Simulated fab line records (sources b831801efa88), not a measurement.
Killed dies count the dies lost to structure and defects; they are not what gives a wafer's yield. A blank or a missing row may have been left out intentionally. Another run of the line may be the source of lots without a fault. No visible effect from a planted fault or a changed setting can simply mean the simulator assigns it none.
fab line records	flow sky130
record: lots: 12	wafers: 36	last-day: 49
route steps=708 shown METAL1@437 VIA1@461 METAL2@485 PAD_OPEN@708
lots untouched by any fault: they come from a run of this same line in which no faults occurred
start-h: start of the lot's first displayed wafer, in hours after the record's first day	wait-h: hours since the lot's step before	" the same as in the row above	L1.1+2: a row that stands for several wafers	- no value present, or no start provided	* or withheld: withheld	< > ~ a bound
route shown NAME@n: names a module that has steps shown in the file, with the first one's number in the route	usual: mean/standard deviation taken from wafers without a fault	same: alike in all rows	chamber/n: place in a boat	sites: per-site readings	_std_site: standard deviation of those values	_edge_site: the outer-site mean with the inner-site mean subtracted	radius-mm: for every site, how far away it sits from the centre of the wafer	mask NAME#n: copy n	behind: tool/chamber where the wafer was last shaped	hold: why the lot was held/for how many hours/how that ended	device: the n, p or np transistor that did not switch	end of line: the tests these same wafers got at the end of their route	where a step has no rows: the recipe by itself	killed: the dies lost at the first sort to structure and to defects; this is not the yield of the wafer	map: dies across one wafer; x = killed, . = not, _ = none there
set.NAME: setting as actually run; set.NAME@STEP: the setting as run at that earlier step	model.NAME: the simulator's own value behind a step, which no gauge read
route steps across a sampled set of lots; one table per step, one row per wafer
services: a tool's chamber out of use, with start hour (start-h, from the record's first day; less than 0 if before it), hours out, and reason
== steps ==
step: SKY_METAL1_SPUTTER_03
recipe: material: Ti	target-thk-nm: 5	power-w: 3000	time-s: 3.3	chamber-pressure-pa: 0.4
usual: throttle-valve-pct: 29.9/0.64
lot.wafer	tool	chamber	start-h	wait-h	throttle-valve-pct
L371.1	pvd-sputter-01	-	729.88	0.0	29.0
L371.5	"	-	"	"	29.0
L371.6	"	-	"	"	29.6
L372.3	pvd-sputter-01	-	735.11	0.0	28.6
L372.4	"	-	"	"	30.4
L372.5	"	-	"	"	29.0
L373.2	pvd-sputter-04	-	749.06	0.0	30.0
L373.3	"	-	"	"	30.5
L373.4	"	-	"	"	29.4
L374.2	pvd-sputter-04	-	755.51	0.0	29.4
L374.5	"	-	"	"	29.4
L374.6	"	-	"	"	29.6
L375.3	pvd-sputter-01	-	774.12	0.0	29.1
L375.4	"	-	"	"	28.8
L375.6	"	-	"	"	28.9
L376.1	pvd-sputter-02	-	786.67	0.0	30.9
L376.2	"	-	"	"	30.5
L376.4	"	-	"	"	29.0
L379.3	pvd-sputter-04	-	799.27	0.0	30.2
L379.4	"	-	"	"	29.9
L379.5	"	-	"	"	30.3
L382.2	pvd-sputter-02	-	819.02	0.0	30.7
L382.3	"	-	"	"	30.0
L382.6	"	-	"	"	30.7
L383.2	pvd-sputter-02	-	827.34	0.0	29.5
L383.3	"	-	"	"	30.8
L383.6	"	-	"	"	30.8
L386.1	pvd-sputter-01	-	861.81	0.0	28.6
L386.3	"	-	"	"	29.0
L386.5	"	-	"	"	28.7
L387.3	pvd-sputter-04	-	867.12	0.0	30.0
L387.5	"	-	"	"	30.4
L387.6	"	-	"	"	29.7
L392.2	pvd-sputter-04	-	892.87	0.0	30.2
L392.4	"	-	"	"	29.8
L392.6	"	-	"	"	30.7
step: SKY_VIA1_BOW_MEAS_03
recipe: mode: bow
usual: VIA1_BOW: 82/7.6
lot.wafer	tool	chamber	start-h	wait-h	VIA1_BOW[um]
L371.1	film-metro-03	-	759.19	0.2	98
L371.5	"	-	"	"	77
L371.6	"	-	"	"	96
L372.3	film-metro-01	-	763.52	0.1	83
L372.4	"	-	"	"	69
L372.5	"	-	"	"	79
L373.2	film-metro-03	-	777.24	0.1	80
L373.3	"	-	"	"	87
L373.4	"	-	"	"	89
L374.2	film-metro-02	-	784.38	0.2	73
L374.5	"	-	"	"	80
L374.6	"	-	"	"	85
L375.3	film-metro-02	-	802.10	0.1	77
L375.4	"	-	"	"	78
L375.6	"	-	"	"	80
L376.1	film-metro-02	-	815.17	0.1	69
L376.2	"	-	"	"	82
L376.4	"	-	"	"	80
L379.3	film-metro-01	-	827.42	0.2	79
L379.4	"	-	"	"	78
L379.5	"	-	"	"	90
L382.2	film-metro-02	-	846.55	0.1	76
L382.3	"	-	"	"	80
L382.6	"	-	"	"	86
L383.2	film-metro-02	-	854.98	0.1	93
L383.3	"	-	"	"	85
L383.6	"	-	"	"	72
L386.1	film-metro-02	-	888.99	0.2	84
L386.3	"	-	"	"	80
L386.5	"	-	"	"	75
L387.3	film-metro-01	-	893.86	0.3	76
L387.5	"	-	"	"	62
L387.6	"	-	"	"	77
L392.2	film-metro-03	-	919.38	0.3	90
L392.4	"	-	"	"	93
L392.6	"	-	"	"	77
step: SKY_VIA1_ETCH_15
recipe: target: SiO2	chemistry: C4F8/O2/Ar	target-depth-nm: 351	stop-on: TiN	mask-material: KrF-thick	source-w: 1500	bias-w: 1200	pressure-mtorr: 40	c4f8-flow-sccm: withheld	O2_flow_sccm: 6	Ar_flow_sccm: 300	time-s: 54
usual: oes-product-au: 0.979/0.0061	run-length-s: 82.4/0.37
lot.wafer	tool	chamber	start-h	wait-h	oes-product-au	rf-hours-counter-h	run-length-s
L371.1	rie-diel-01	0	786.37	0.0	0.985	11	81.9
L371.5	"	3	"	"	0.979	-	82.3
L371.6	"	2	"	"	0.969	-	82.6
L372.3	rie-diel-02	2	790.30	0.0	0.981	25	81.8
L372.4	"	1	"	"	0.970	6	82.9
L372.5	"	3	"	"	0.978	-	82.3
L373.2	rie-diel-04	3	803.42	0.0	0.982	10	82.7
L373.3	"	0	"	"	0.974	14	82.7
L373.4	"	0	"	"	0.980	-	82.6
L374.2	rie-diel-01	0	810.95	0.0	0.984	11	81.7
L374.5	"	2	"	"	0.979	-	82.5
L374.6	"	3	"	"	0.977	-	82.6
L375.3	rie-diel-01	1	828.92	0.0	0.984	16	82.5
L375.4	"	2	"	"	0.973	-	82.6
L375.6	"	1	"	"	0.971	-	82.3
L376.1	rie-diel-02	0	842.39	0.0	0.974	5	82.7
L376.2	"	1	"	"	0.973	8	82.7
L376.4	"	3	"	"	0.977	1	81.8
L379.3	rie-diel-02	1	853.75	0.0	0.979	8	82.9
L379.4	"	0	"	"	0.985	5	82.7
L379.5	"	2	"	"	0.981	-	81.8
L382.2	rie-diel-02	2	872.15	0.0	0.974	28	82.3
L382.3	"	0	"	"	0.971	5	84.1
L382.6	"	0	"	"	0.987	-	82.7
L383.2	rie-diel-02	3	880.86	0.0	0.983	2	82.4
L383.3	"	0	"	"	0.971	6	84.1
L383.6	"	3	"	"	0.974	-	82.3
L386.1	rie-diel-01	3	913.87	0.0	0.980	1	82.4
L386.3	"	1	"	"	0.984	18	82.1
L386.5	"	0	"	"	0.981	-	81.8
L387.3	rie-diel-04	3	919.77	0.0	0.970	13	82.8
L387.5	"	3	"	"	0.972	-	82.5
L387.6	"	0	"	"	0.976	-	82.6
L392.2	rie-diel-04	0	944.25	0.0	0.988	17	82.1
L392.4	"	1	"	"	0.979	7	82.9
L392.6	"	1	"	"	0.983	-	83.0
step: SKY_METAL2_SPUTTER_02
recipe: material: AlCu	target-thk-nm: 250	power-w: 10600	time-s: 13.3	chamber-pressure-pa: 0.4
usual: throttle-valve-pct: 30.0/0.73
lot.wafer	tool	chamber	start-h	wait-h	throttle-valve-pct
L371.1	pvd-sputter-02	-	787.69	0.0	30.8
L371.5	"	-	"	"	30.8
L371.6	"	-	"	"	30.9
L372.3	pvd-sputter-04	-	791.62	0.0	30.1
L372.4	"	-	"	"	29.7
L372.5	"	-	"	"	30.1
L373.2	pvd-sputter-02	-	804.74	0.0	30.6
L373.3	"	-	"	"	29.1
L373.4	"	-	"	"	30.1
L374.2	pvd-sputter-02	-	812.44	0.0	30.9
L374.5	"	-	"	"	29.0
L374.6	"	-	"	"	30.6
L375.3	pvd-sputter-02	-	830.24	0.0	30.7
L375.4	"	-	"	"	29.0
L375.6	"	-	"	"	29.1
L376.1	pvd-sputter-02	-	843.74	0.0	30.6
L376.2	"	-	"	"	30.5
L376.4	"	-	"	"	29.2
L379.3	pvd-sputter-03	-	855.07	0.0	31.2
L379.4	"	-	"	"	29.0
L379.5	"	-	"	"	30.9
L382.2	pvd-sputter-04	-	873.48	0.0	30.7
L382.3	"	-	"	"	30.0
L382.6	"	-	"	"	29.9
L383.2	pvd-sputter-02	-	882.26	0.0	30.8
L383.3	"	-	"	"	29.9
L383.6	"	-	"	"	29.8
L386.1	pvd-sputter-03	-	915.51	0.0	31.3
L386.3	"	-	"	"	28.9
L386.5	"	-	"	"	31.1
L387.3	pvd-sputter-02	-	921.22	0.0	30.6
L387.5	"	-	"	"	30.8
L387.6	"	-	"	"	30.9
L392.2	pvd-sputter-02	-	945.61	0.0	29.9
L392.4	"	-	"	"	31.1
L392.6	"	-	"	"	30.9
step: SKY_PAD_OPEN_PROBE_99
usual: defect-limited-yield: 82.5/1.9	killed_at_M0_to_M3: 43/6.7	killed_at_M4_up: 3.2/1.9	killed-at-contacts: 24/5.9	killed-at-front-end: 15/4.1	killed-at-other: 0.3/0.56	killed-dies: 86/9.5	killed-open: 47/7.4	killed-short: 39/5.5	sort_bin_3_pad_short: 0.8/0.4	sort_bin_5_function: 10.4/1.4	sort_bin_6_memory: 6.2/1.2	sort-n-pass: 406/9.5	sort-yield-pct: 82.5/1.9
same: gross-dies: 492	killed-at-back-side: 0	sort_bin_4_leakage[%]: 0	sort_bin_8_speed[%]: 0
lot.wafer	tool	chamber	start-h	wait-h	defect-limited-yield[%]	killed_at_M0_to_M3	killed_at_M4_up	killed-at-contacts	killed-at-front-end	killed-at-other	killed-dies	killed-open	killed-short	sort_bin_3_pad_short[%]	sort_bin_5_function[%]	sort_bin_6_memory[%]	sort-n-pass	sort-yield-pct[%]
L371.1	prober-01	-	1070.52	0.1	80.3	41	5	39	11	1	97	54	43	1.2	11.6	6.9	395	80.3
L371.5	prober-01	-	1070.72	0.2	78.7	41	6	37	21	0	105	61	44	1.4	13.0	6.9	387	78.7
L371.6	prober-01	-	1070.77	0.2	81.3	48	3	30	11	0	92	48	44	1.2	9.3	8.1	400	81.3
L372.3	prober-02	-	1074.86	0.2	82.5	38	7	28	13	0	86	53	33	0.6	9.8	7.1	406	82.5
L372.4	prober-02	-	1074.91	0.2	83.9	40	5	22	10	2	79	31	48	0.8	11.0	4.3	413	83.9
L372.5	prober-02	-	1074.96	0.2	81.3	45	7	20	20	0	92	53	39	0.8	12.2	5.7	400	81.3
L373.2	prober-01	-	1085.47	0.1	82.3	43	3	32	9	0	87	41	46	0.6	10.0	7.1	405	82.3
L373.3	prober-01	-	1085.52	0.2	82.7	42	1	32	10	0	85	46	39	0.4	10.0	6.9	407	82.7
L373.4	prober-01	-	1085.57	0.2	81.7	50	3	24	13	0	90	46	44	0.4	11.0	6.9	402	81.7
L374.2	prober-02	-	1090.98	0.1	87.2	30	2	18	13	0	63	36	27	0.4	6.9	5.5	429	87.2
L374.5	prober-02	-	1091.13	0.2	85.2	40	6	16	10	1	73	32	41	1.6	8.3	4.9	419	85.2
L374.6	prober-02	-	1091.18	0.2	85.6	38	1	22	10	0	71	37	34	0.8	8.1	5.5	421	85.6
L375.3	prober-01	-	1103.13	0.2	80.9	44	7	25	18	0	94	48	46	1.6	11.2	6.3	398	80.9
L375.4	prober-01	-	1103.18	0.2	81.7	47	7	26	10	0	90	47	43	1.4	10.8	6.1	402	81.7
L375.6	prober-01	-	1103.28	0.2	79.9	48	3	31	17	0	99	55	44	0.8	9.8	9.6	393	79.9
L376.1	prober-02	-	1117.57	0.1	82.9	46	3	24	11	0	84	45	39	1.6	10.6	4.9	408	82.9
L376.2	prober-02	-	1117.62	0.1	80.7	44	2	33	16	0	95	50	45	0.8	12.2	6.3	397	80.7
L376.4	prober-02	-	1117.72	0.2	80.3	58	0	23	16	0	97	54	43	0.6	11.8	7.3	395	80.3
L379.3	prober-02	-	1123.05	0.2	86.0	32	3	27	7	0	69	43	26	0.8	10.2	3.0	423	86.0
L379.4	prober-02	-	1123.10	0.2	80.5	53	3	21	19	0	96	58	38	0.8	10.8	7.9	396	80.5
L379.5	prober-02	-	1123.15	0.2	85.8	34	5	18	13	0	70	32	38	1.0	8.3	4.9	422	85.8
L382.2	prober-02	-	1136.70	0.1	83.3	43	2	27	10	0	82	45	37	0.8	10.8	5.1	410	83.3
L382.3	prober-02	-	1136.75	0.2	78.0	60	4	25	19	0	108	62	46	0.8	11.2	10.0	384	78.0
L382.6	prober-02	-	1136.90	0.2	83.5	40	5	21	15	0	81	46	35	0.8	10.8	4.9	411	83.5
L383.2	prober-01	-	1143.93	0.1	85.8	35	1	21	13	0	70	33	37	0.8	7.1	6.3	422	85.8
L383.3	prober-01	-	1143.98	0.2	82.5	37	3	25	21	0	86	49	37	0.4	11.4	5.7	406	82.5
L383.6	prober-01	-	1144.13	0.2	84.3	36	6	20	15	0	77	40	37	0.4	8.7	6.5	415	84.3
L386.1	prober-02	-	1166.59	0.1	84.1	40	5	16	17	0	78	39	39	0.8	8.3	6.7	414	84.1
L386.3	prober-02	-	1166.69	0.2	81.7	41	4	30	15	0	90	39	51	1.0	9.8	7.5	402	81.7
L386.5	prober-02	-	1166.79	0.2	82.7	49	1	26	9	0	85	45	40	0.8	8.9	7.5	407	82.7
L387.3	prober-01	-	1170.78	0.2	84.8	44	3	16	12	0	75	37	38	1.0	8.1	6.1	417	84.8
L387.5	prober-01	-	1170.88	0.2	84.6	31	2	31	12	0	76	43	33	1.0	9.1	5.3	416	84.6
L387.6	prober-01	-	1170.93	0.2	80.9	47	4	16	27	0	94	51	43	1.2	11.2	6.7	398	80.9
L392.2	prober-02	-	1186.92	0.1	84.6	45	0	24	7	0	76	42	34	0	9.6	5.9	416	84.6
L392.4	prober-02	-	1187.02	0.2	84.6	35	1	29	10	1	76	36	40	1.2	8.5	5.7	416	84.6
L392.6	prober-02	-	1187.12	0.2	81.9	44	5	24	16	0	89	49	40	0.6	11.2	6.3	403	81.9
killed by level:class
L371.1 LI_CONTACT:geometric-particle:open=13 CONTACT:geometric-particle:short=12 CONTACT:geometric-particle:open=11 VIA1:geometric-particle:open=10 METAL2:geometric-particle:short=8 VIA1:geometric-particle:short=5 VIA2:geometric-particle:open=5 FIELD_ISO:geometric-particle:short=4
L371.5 LI_CONTACT:geometric-particle:open=13 VIA1:geometric-particle:open=12 CONTACT:geometric-particle:open=10 METAL2:geometric-particle:short=9 FIELD_ISO:geometric-particle:open=6 METAL4:geometric-particle:short=6 POLY_GATE:geometric-particle:open=5 LOCAL_INTERCONNECT:geometric-particle:short=5
L371.6 CONTACT:geometric-particle:open=13 METAL2:geometric-particle:short=9 CONTACT:geometric-particle:short=7 METAL1:geometric-particle:short=7 LI_CONTACT:geometric-particle:open=6 VIA1:geometric-particle:open=6 VIA2:geometric-particle:open=6 VIA1:geometric-particle:short=5
L372.3 CONTACT:geometric-particle:open=12 VIA1:geometric-particle:open=12 CONTACT:geometric-particle:short=7 METAL1:geometric-particle:short=7 FIELD_ISO:geometric-particle:open=5 METAL4:geometric-particle:short=5 LI_CONTACT:geometric-particle:open=5 VIA2:geometric-particle:open=4
L372.4 LOCAL_INTERCONNECT:geometric-particle:short=8 METAL1:geometric-particle:short=7 VIA3:geometric-particle:open=6 METAL2:geometric-particle:short=6 CONTACT:geometric-particle:open=5 VIA1:geometric-particle:open=5 FIELD_ISO:geometric-particle:short=4 VIA1:geometric-particle:short=4
L372.5 VIA1:geometric-particle:open=15 VIA3:geometric-particle:open=9 CONTACT:geometric-particle:short=8 FIELD_ISO:geometric-particle:open=7 METAL2:geometric-particle:short=5 METAL1:geometric-particle:short=5 FIELD_ISO:geometric-particle:short=4 LI_CONTACT:geometric-particle:open=4
L373.2 CONTACT:geometric-particle:open=9 CONTACT:geometric-particle:short=8 VIA1:geometric-particle:open=8 METAL1:geometric-particle:short=7 LOCAL_INTERCONNECT:geometric-particle:short=6 VIA2:geometric-particle:open=6 VIA3:geometric-particle:open=6 LI_CONTACT:geometric-particle:open=5
L373.3 VIA1:geometric-particle:open=12 LI_CONTACT:geometric-particle:open=10 CONTACT:geometric-particle:open=9 CONTACT:geometric-particle:short=7 METAL2:geometric-particle:short=6 LOCAL_INTERCONNECT:geometric-particle:short=5 VIA1:geometric-particle:short=5 VIA2:geometric-particle:open=5
L373.4 VIA3:geometric-particle:open=10 VIA1:geometric-particle:open=9 METAL1:geometric-particle:short=7 METAL2:geometric-particle:short=7 FIELD_ISO:geometric-particle:open=6 LI_CONTACT:geometric-particle:open=6 CONTACT:geometric-particle:short=6 VIA2:geometric-particle:open=6
L374.2 VIA1:geometric-particle:open=7 CONTACT:geometric-particle:open=6 METAL2:geometric-particle:short=5 VIA3:geometric-particle:open=5 METAL1:geometric-particle:short=4 VIA1:geometric-particle:short=4 POLY_GATE:geometric-particle:short=3 LI_CONTACT:geometric-particle:open=3
L374.5 VIA1:geometric-particle:open=9 CONTACT:geometric-particle:open=8 METAL2:geometric-particle:short=6 FIELD_ISO:geometric-particle:short=5 METAL4:geometric-particle:short=5 VIA2:geometric-particle:short=5 VIA1:geometric-particle:short=4 LI_CONTACT:geometric-particle:open=3
L374.6 VIA1:geometric-particle:open=11 CONTACT:geometric-particle:short=6 LI_CONTACT:geometric-particle:open=5 METAL2:geometric-particle:short=5 CONTACT:geometric-particle:open=5 VIA1:geometric-particle:short=5 VIA3:geometric-particle:open=5 METAL1:geometric-particle:short=4
L375.3 VIA1:geometric-particle:open=13 CONTACT:geometric-particle:open=10 VIA2:geometric-particle:short=8 LI_CONTACT:geometric-particle:open=6 METAL4:geometric-particle:short=6 VIA3:geometric-particle:open=5 POLY_GATE:geometric-particle:open=4 POLY_GATE:geometric-particle:short=4
L375.4 VIA1:geometric-particle:open=13 LI_CONTACT:geometric-particle:open=10 CONTACT:geometric-particle:open=7 METAL2:geometric-particle:short=6 VIA2:geometric-particle:short=5 VIA3:geometric-particle:open=5 METAL3:geometric-particle:short=5 POLY_GATE:geometric-particle:short=4
L375.6 CONTACT:geometric-particle:open=10 VIA2:geometric-particle:open=10 CONTACT:geometric-particle:short=9 VIA1:geometric-particle:open=9 LI_CONTACT:geometric-particle:open=8 POLY_GATE:geometric-particle:short=6 METAL2:geometric-particle:short=6 METAL1:geometric-particle:short=5
L376.1 VIA1:geometric-particle:open=10 VIA3:geometric-particle:open=8 VIA2:geometric-particle:open=7 CONTACT:geometric-particle:open=6 VIA1:geometric-particle:short=6 LI_CONTACT:geometric-particle:open=5 LOCAL_INTERCONNECT:geometric-particle:short=5 LI_CONTACT:geometric-particle:short=4
L376.2 CONTACT:geometric-particle:open=10 VIA3:geometric-particle:open=8 LI_CONTACT:geometric-particle:open=8 VIA1:geometric-particle:open=8 VIA2:geometric-particle:open=8 LOCAL_INTERCONNECT:geometric-particle:short=7 FIELD_ISO:geometric-particle:short=5 LI_CONTACT:geometric-particle:short=5
L376.4 VIA3:geometric-particle:open=12 VIA1:geometric-particle:open=10 LI_CONTACT:geometric-particle:open=8 CONTACT:geometric-particle:open=8 VIA1:geometric-particle:short=7 VIA2:geometric-particle:open=6 METAL2:geometric-particle:short=6 FIELD_ISO:geometric-particle:short=5
L379.3 VIA3:geometric-particle:open=10 LI_CONTACT:geometric-particle:open=8 CONTACT:geometric-particle:open=8 VIA2:geometric-particle:open=8 VIA1:geometric-particle:open=5 FIELD_ISO:geometric-particle:short=4 LI_CONTACT:geometric-particle:short=4 LOCAL_INTERCONNECT:geometric-particle:short=4
L379.4 VIA1:geometric-particle:open=12 CONTACT:geometric-particle:open=9 VIA3:geometric-particle:open=9 VIA2:geometric-particle:open=7 FIELD_ISO:geometric-particle:open=6 METAL1:geometric-particle:short=6 POLY_GATE:geometric-particle:short=4 CONTACT:geometric-particle:short=4
L379.5 LI_CONTACT:geometric-particle:open=6 METAL1:geometric-particle:short=6 VIA1:geometric-particle:open=6 FIELD_ISO:geometric-particle:short=5 CONTACT:geometric-particle:open=5 VIA3:geometric-particle:open=5 METAL4:geometric-particle:short=4 CONTACT:geometric-particle:short=4
L382.2 CONTACT:geometric-particle:open=11 METAL1:geometric-particle:short=8 VIA1:geometric-particle:open=7 VIA3:geometric-particle:open=6 LI_CONTACT:geometric-particle:open=5 CONTACT:geometric-particle:short=5 VIA1:geometric-particle:short=5 VIA2:geometric-particle:open=5
L382.3 CONTACT:geometric-particle:open=15 VIA3:geometric-particle:open=11 FIELD_ISO:geometric-particle:open=9 LI_CONTACT:geometric-particle:open=8 VIA1:geometric-particle:short=8 VIA1:geometric-particle:open=8 FIELD_ISO:geometric-particle:short=7 METAL1:geometric-particle:short=7
L382.6 VIA1:geometric-particle:open=14 LI_CONTACT:geometric-particle:open=6 CONTACT:geometric-particle:open=6 METAL1:geometric-particle:short=6 CONTACT:geometric-particle:short=5 POLY_GATE:geometric-particle:short=5 VIA2:geometric-particle:open=5 VIA3:geometric-particle:open=5
L383.2 VIA1:geometric-particle:open=10 CONTACT:geometric-particle:open=7 CONTACT:geometric-particle:short=6 VIA1:geometric-particle:short=5 METAL2:geometric-particle:short=5 LI_CONTACT:geometric-particle:open=4 VIA2:geometric-particle:open=4 FIELD_ISO:geometric-particle:short=3
L383.3 FIELD_ISO:geometric-particle:short=10 VIA2:geometric-particle:open=10 VIA1:geometric-particle:open=8 VIA3:geometric-particle:open=8 LI_CONTACT:geometric-particle:open=7 CONTACT:geometric-particle:open=7 CONTACT:geometric-particle:short=7 FIELD_ISO:geometric-particle:open=5
L383.6 VIA3:geometric-particle:open=7 CONTACT:geometric-particle:open=6 METAL1:geometric-particle:short=6 FIELD_ISO:geometric-particle:short=5 CONTACT:geometric-particle:short=5 VIA1:geometric-particle:open=5 METAL4:geometric-particle:short=4 POLY_GATE:geometric-particle:open=4
L386.1 VIA1:geometric-particle:open=12 FIELD_ISO:geometric-particle:short=8 METAL1:geometric-particle:short=7 LI_CONTACT:geometric-particle:open=6 VIA1:geometric-particle:short=5 CONTACT:geometric-particle:open=5 VIA2:geometric-particle:short=5 VIA3:geometric-particle:open=5
L386.3 CONTACT:geometric-particle:open=10 VIA1:geometric-particle:open=10 LOCAL_INTERCONNECT:geometric-particle:short=7 VIA3:geometric-particle:open=5 POLY_GATE:geometric-particle:short=5 METAL1:geometric-particle:short=5 FIELD_ISO:geometric-particle:short=4 LI_CONTACT:geometric-particle:short=4
L386.5 VIA1:geometric-particle:open=12 METAL2:geometric-particle:short=12 CONTACT:geometric-particle:open=9 CONTACT:geometric-particle:short=6 VIA3:geometric-particle:open=6 LI_CONTACT:geometric-particle:open=5 METAL2:geometric-particle:open=5 VIA2:geometric-particle:open=4
L387.3 VIA1:geometric-particle:open=8 CONTACT:geometric-particle:open=8 VIA3:geometric-particle:open=7 METAL3:geometric-particle:short=6 VIA2:geometric-particle:short=5 METAL1:geometric-particle:short=4 METAL2:geometric-particle:short=4 VIA2:geometric-particle:open=4
L387.5 CONTACT:geometric-particle:open=15 VIA1:geometric-particle:open=10 CONTACT:geometric-particle:short=7 POLY_GATE:geometric-particle:short=5 VIA2:geometric-particle:open=5 LOCAL_INTERCONNECT:geometric-particle:short=4 VIA1:geometric-particle:short=4 VIA3:geometric-particle:open=4
L387.6 VIA1:geometric-particle:open=9 POLY_GATE:geometric-particle:open=8 METAL1:geometric-particle:short=8 CONTACT:geometric-particle:open=8 VIA3:geometric-particle:open=7 FIELD_ISO:geometric-particle:open=6 METAL2:geometric-particle:short=6 VIA3:geometric-particle:short=6
L392.2 METAL2:geometric-particle:short=11 LI_CONTACT:geometric-particle:open=10 CONTACT:geometric-particle:open=8 VIA1:geometric-particle:open=8 VIA3:geometric-particle:open=8 METAL1:geometric-particle:short=5 VIA2:geometric-particle:short=5 POLY_GATE:geometric-particle:open=3
L392.4 CONTACT:geometric-particle:open=8 CONTACT:geometric-particle:short=8 LI_CONTACT:geometric-particle:open=7 VIA1:geometric-particle:open=6 VIA2:geometric-particle:short=6 METAL1:geometric-particle:short=5 VIA3:geometric-particle:open=4 VIA1:geometric-particle:short=4
L392.6 CONTACT:geometric-particle:open=11 VIA2:geometric-particle:open=7 VIA1:geometric-particle:open=7 VIA1:geometric-particle:short=7 VIA3:geometric-particle:open=7 METAL1:geometric-particle:short=5 POLY_GATE:geometric-particle:short=4 METAL4:geometric-particle:short=4
== services ==
tool	chamber	start-h	hours	kind
pvd-sputter-02	-	718.28	0.5	repair
pvd-sputter-04	-	720.41	9.6	repair
rie-diel-01	-	742.96	0.5	repair
rie-diel-02	0	747.24	5.0	repair
pvd-sputter-04	-	750.42	3.3	repair
pvd-sputter-02	-	763.54	2.9	repair
pvd-sputter-01	-	787.98	2.9	repair
rie-diel-02	3	791.59	-	clean
rie-diel-04	0	817.50	3.2	repair
rie-diel-01	3	823.16	-	clean
rie-diel-01	3	823.16	22.5	scheduled-down
rie-diel-01	3	823.16	22.5	vent-cycle
rie-diel-01	0	824.04	4.0	repair
pvd-sputter-01	-	831.88	1.1	repair
rie-diel-04	-	846.25	0.6	repair
pvd-sputter-01	-	861.93	0.6	repair
rie-diel-04	-	879.15	1.1	repair
pvd-sputter-04	-	887.68	1.5	repair
pvd-sputter-01	-	895.57	10.5	repair
rie-diel-02	2	895.93	-	clean
rie-diel-02	2	895.93	20.8	scheduled-down
rie-diel-02	2	895.93	20.8	vent-cycle
pvd-sputter-02	-	908.03	4.5	repair
rie-diel-02	1	924.99	16.3	repair
== key ==
first-sign: step: SKY_VIA1_ETCH_15	reading: run-length-s	direction: up	sigmas: 4.8	usual: *	struck: *
effect none on later readings
met-at SKY_VIA1_ETCH_15
struck-lots L382,L383
struck-wafers L382.3,L383.3
not-acting-at SKY_METAL1_SPUTTER_03,SKY_VIA1_BOW_MEAS_03,SKY_METAL2_SPUTTER_02
onset-between 853.75 872.15
fault: kind: process-parameter-drift	tool: rie-diel-02	chamber: -	onset-h: 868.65	steps: SKY_VIA1_ETCH_15	channel: time-s	offset: *	shape: step	end-h: 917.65	scope: struck-wafers-only	acts-in: *	stated: *
